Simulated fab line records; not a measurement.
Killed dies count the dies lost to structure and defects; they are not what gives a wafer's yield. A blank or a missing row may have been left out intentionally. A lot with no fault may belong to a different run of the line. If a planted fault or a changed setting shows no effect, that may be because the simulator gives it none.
Matching of chambers -- flow gf180mcu -- cmp-01 running GF_V2_CMP_04: 4 sister chambers
The step polishes SiO2. 20 wafers are shown with their chamber, then 10 later ones without.

== EACH WAFER AND ITS CHAMBER ==
wafer,chamber,motorCurrentA (A),timeToEndpointS (s)
L077.2,2,13.0,72
L077.3,0,15.0,88
L077.6,3,12.4,76
L078.1,2,14.0,75
L078.2,1,12.3,75
L078.3,3,12.4,70
L079.3,2,13.9,71
L079.4,1,13.2,76
L079.5,3,11.9,76
L080.1,1,12.8,77
L080.2,0,15.0,76
L080.6,3,12.2,69
L084.1,3,12.4,72
L084.2,0,14.9,86
L084.3,2,13.5,81
L088.1,3,12.7,76
L088.2,0,14.9,86
L088.5,2,13.7,87
L090.2,2,13.6,75
L090.3,3,12.5,73

SIGNATURES (means of the wafers above)
reading,chamber 0,chamber 1,chamber 2,chamber 3,scatter within a chamber
motorCurrentA,14.950,12.767,13.617,12.357,0.298
timeToEndpointS,84.00,76.00,76.83,73.14,4.53
Rule: distance of a wafer from a chamber = root of the sum over the readings of ((wafer's reading minus chamber's mean) / reading's scatter) squared. The wafer belongs to the nearest chamber; if the next one is less than 2 further off, it can't be placed. The scatter is the square root of a quotient: the sum, over the shown wafers, of each reading's squared deviation from its chamber's mean, divided by wafers minus chambers.

== WAFERS WITHOUT THEIR CHAMBER ==
wafer,motorCurrentA (A),timeToEndpointS (s)
L090.4,12.9,84
L092.1,14.1,89
L092.3,12.6,73
L092.4,14.0,87
L096.2,12.7,76
L096.4,12.4,87
L096.6,12.6,93
L097.3,13.3,78
L097.5,14.4,82
L097.6,12.0,78

== EACH ONE'S CHAMBER ==
wafer,from the rows above,in truth
L090.4,can't be placed: 1 or 2 or 3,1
L092.1,can't be placed: 0 or 2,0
L092.3,can't be placed: 3 or 1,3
L092.4,can't be placed: 2 or 0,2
L096.2,can't be placed: 1 or 3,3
L096.4,can't be placed: 1 or 3 or 2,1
L096.6,can't be placed: 1 or 3 or 2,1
L097.3,can't be placed: 2 or 1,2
L097.5,can't be placed: 0 or 2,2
L097.6,can't be placed: 3 or 1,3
Correctly placed: 0 of 10. From these rows, 10 cannot be placed; in 10 the true chamber is one of the candidates. Number placed wrongly: 0.
